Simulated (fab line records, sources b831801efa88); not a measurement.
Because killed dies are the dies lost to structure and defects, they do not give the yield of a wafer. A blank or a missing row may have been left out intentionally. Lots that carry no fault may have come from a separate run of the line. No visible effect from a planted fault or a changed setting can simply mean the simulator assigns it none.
A lot that was struck, set against a sound lot    flow sfqLine    42 steps out of a route of 325
Sound: these wafers, L159.3, L159.4, L159.6. Struck: wafer L165.2 (left out: L165.1, L165.5 of the same lot, which were not struck); the cause appears at the end.
Each step with rows lists, per side, the tool, then ch with its chambers, then its first start. Under that, the readings that differ: sound wafers    struck wafers    difference of the means    sigmas: that difference in standard deviations of wafers without a fault.
alike: same words and numbers on both sides, and readings whose means sit less than 2 such deviations apart. not compared: any withheld reading, any reading some wafer has no value for, any bound like >300 that may hide the same value, and any number with overlapping values for which the record gives no deviation.
The two part at a step that has a row with sigmas, a row that says differs or no value, or rows on one side only. Numbers that have no deviation but don't overlap get no sigmas and don't part them. A reading missing from all wafers of one side parts the sides only when that side holds two or more wafers.

first, 6 steps without rows for these wafers: SFQ_TRILAYER_M4_LITHO_COAT_098 (resist thk 62 nm); SFQ_TRILAYER_M4_LITHO_COAT_093 (resist thk 600 nm); SFQ_TRILAYER_M4_LITHO_SOFTBAKE_097; SFQ_TRILAYER_M4_LITHO_EXPOSE_094 (exposes mask M4, target cd 500 nm); SFQ_TRILAYER_M4_LITHO_PEB_096 (peb time 60 s); SFQ_TRILAYER_M4_LITHO_DEVELOP_095 (time 60 s).
SFQ_M4_OVL_MEAS_926:
  sound on overlay-02 at day 49 11:38; struck on overlay-02 at day 50 22:20
  alike: M4_OVL
then, 1 step without rows for these wafers: SFQ_TRILAYER_M4_BARC_OPEN_METAL_ETCH_123 (etches BARC in O2, target depth 125 nm, time 41.7 s).
SFQ_TRILAYER_M4_ETCH_METAL_ETCH_096: etches Nb in Cl2/Ar, stops on SiO2, target depth 240 nm, time 120 s.
  sound on rieMetal-04 ch 0,1, day 49 11:46; struck on rieMetal-03 ch 1, day 50 22:25
reading              sound  struck  difference                    sigmas
rfHoursCounterH (h)  - - -  141     no value on the sound wafers  
  alike: drypumpMotorCurrentA, oesProductAu
then, 2 steps without rows for these wafers: SFQ_TRILAYER_M4_STRIP_STRIP_097 (strips in O2); SFQ_TRILAYER_M4_STRIP_SOLV_CLEAN_098 (cleans in NMP, time 600 s).
SFQ_TRILAYER_I4_DEP_PECVD_099: deposits SiO2 from SiH4/N2O, time 111.11 s, target thk 500 nm.
  sound on pecvd-03 ch 0,1,2, day 49 12:37; struck on pecvd-03 ch 1, day 50 23:20
  alike: heaterPowerOuterW, heaterPowerW, throttleValvePct
SFQ_TRILAYER_I4_CMP_CMP_100: polishes SiO2.
  sound on cmp-02 ch 0,3, day 50 02:49; struck on cmp-02 ch 1, day 51 12:19
reading                                             sound              struck  difference  sigmas
headPressurePsi (psi)                               2.994 3.004 3.003  2.148   -0.852      -99 or more
timeToEndpointS (s)                                 204 210 224        272     +59         +8
model.SiO2_of_TRILAYER_I4_DEP_PECVD_099.thkNm (nm)  200.4 201.1 202    218.8   +17.6       
  alike: motorCurrentA
SFQ_I4_BOW_MEAS_927:
  sound on filmMetro-03 at day 50 05:51; struck on filmMetro-03 at day 51 16:08
  not compared: I4_BOW
SFQ_TRILAYER_I4_METRO_MEASURE_101:
  sound on filmMetro-03 at day 50 06:20; struck on filmMetro-03 at day 51 19:52
reading     sound              struck  difference  sigmas
thkNm (nm)  200.5 201.1 202.0  218.8   +17.6       +18
then, 6 steps without rows for these wafers: SFQ_TRILAYER_I4_VIA_LITHO_COAT_108 (resist thk 62 nm); SFQ_TRILAYER_I4_VIA_LITHO_COAT_103 (resist thk 650 nm); SFQ_TRILAYER_I4_VIA_LITHO_SOFTBAKE_107; SFQ_TRILAYER_I4_VIA_LITHO_EXPOSE_104 (exposes mask I4, target cd 700 nm); SFQ_TRILAYER_I4_VIA_LITHO_PEB_106 (peb time 60 s); SFQ_TRILAYER_I4_VIA_LITHO_DEVELOP_105 (time 60 s).
-- the record jumps here: 4 days lie between the struck wafers' starts before and after --
SFQ_I4_OVL_MEAS_928:
  sound on overlay-02 at day 54 11:09; struck on overlay-02 at day 56 01:32
  alike: I4_OVL
then, 1 step without rows for these wafers: SFQ_TRILAYER_I4_VIA_BARC_OPEN_VIA_ETCH_146 (etches BARC in O2, target depth 125 nm, time 41.7 s).
SFQ_TRILAYER_I4_VIA_ETCH_VIA_ETCH_106: etches SiO2 in CHF3, stops on Nb, target depth 260 nm.
  sound on rieDiel-01 ch 0,1,2, day 54 11:13; struck on rieDiel-03 ch 0, day 56 01:37
reading                       sound              struck  difference  sigmas
oesProductAu (a.u.)           0.853 0.855 0.860  0.902   +0.046      +9
model.I4.featureDepthNm (nm)  200.4 201.1 202    218.8   +17.6       
model.etch.depthNm (nm)       200.4 201.1 202    218.8   +17.6       
  alike: drypumpMotorCurrentA
SFQ_TRILAYER_I4_VIA_STRIP_STRIP_107: strips in O2.
  sound on rieMetal-04 ch 0,1, day 54 11:32; struck on rieMetal-01 ch 0, day 56 01:44
reading              sound  struck  difference                    sigmas
rfHoursCounterH (h)  - - -  45      no value on the sound wafers  
  alike: drypumpMotorCurrentA, oesProductAu
then, 3 steps without rows for these wafers: SFQ_TRILAYER_I4_VIA_STRIP_SOLV_CLEAN_108 (cleans in NMP, time 600 s); SFQ_TRILAYER_JJ_TRILAYER_DEP_PRE_CLEAN_113 (time 22.5 s); SFQ_TRILAYER_JJ_TRILAYER_DEP_SPUTTER_109 (material Nb, target thk 150 nm, time 100 s).
SFQ_TRILAYER_JJ_TRILAYER_DEP_SPUTTER_110: material Al, target thk 8 nm, time 10 s.
  sound on pvdSputter-03 at day 54 12:12; struck on pvdSputter-04 at day 56 02:37
  alike: throttleValvePct
then, 2 steps without rows for these wafers: SFQ_TRILAYER_JJ_TRILAYER_DEP_AL_OXIDATION_111 (oxidation time 600 s); SFQ_TRILAYER_JJ_TRILAYER_DEP_SPUTTER_112 (material Nb, target thk 170 nm, time 113.3 s).
SFQ_JJ_RS_MEAS_929: a four-point-probe measurement.
  sound on filmMetro-02 at day 54 13:21; struck on filmMetro-02 at day 56 03:52
  alike: JJ_NB_RS
then, 6 steps without rows for these wafers: SFQ_TRILAYER_JJ_CE_LITHO_COAT_119 (resist thk 62 nm); SFQ_TRILAYER_JJ_CE_LITHO_COAT_114 (resist thk 600 nm); SFQ_TRILAYER_JJ_CE_LITHO_SOFTBAKE_118; SFQ_TRILAYER_JJ_CE_LITHO_EXPOSE_115 (exposes mask J5, target cd 700 nm); SFQ_TRILAYER_JJ_CE_LITHO_PEB_117 (peb time 60 s); SFQ_TRILAYER_JJ_CE_LITHO_DEVELOP_116 (time 60 s).
SFQ_JJ_OVL_MEAS_931:
  sound on overlay-02 at day 54 15:45; struck on overlay-02 at day 57 01:19
  alike: J5_OVL
SFQ_TRILAYER_JJ_CE_METRO_MEASURE_117:
  sound on cdSem-02 at day 54 16:10; struck on cdSem-02 at day 57 01:21
  alike: cdNm
then, 1 step without rows for these wafers: SFQ_TRILAYER_JJ_CE_BARC_OPEN_RIE_150 (chemistry O2, target BARC, target depth 240 nm, time 80 s).
SFQ_TRILAYER_M5_ETCH_METAL_ETCH_126: etches Nb in Cl2/BCl3, stops on SiO2, time 203.2 s, target depth 265 nm.
  sound on rieMetal-01 ch 0,1, day 54 21:02; struck on rieMetal-04 ch 1, day 57 18:52
reading                                             sound            struck  difference  sigmas
model.SiO2_of_TRILAYER_I4_DEP_PECVD_099.thkNm (nm)  180.5 181.1 182  198.8   +17.6       
  alike: drypumpMotorCurrentA, oesProductAu
  not compared: rfHoursCounterH

== WHERE THEY PART ==
Last at SFQ_TRILAYER_I4_VIA_STRIP_STRIP_107 as far as this record goes, first at SFQ_TRILAYER_M4_ETCH_METAL_ETCH_096. Later steps at which nothing parts them and some readings are alike: SFQ_TRILAYER_JJ_TRILAYER_DEP_SPUTTER_110, SFQ_JJ_RS_MEAS_929, SFQ_JJ_OVL_MEAS_931, SFQ_TRILAYER_JJ_CE_METRO_MEASURE_117, SFQ_TRILAYER_M5_ETCH_METAL_ETCH_126.

WHY: what the simulator had put in
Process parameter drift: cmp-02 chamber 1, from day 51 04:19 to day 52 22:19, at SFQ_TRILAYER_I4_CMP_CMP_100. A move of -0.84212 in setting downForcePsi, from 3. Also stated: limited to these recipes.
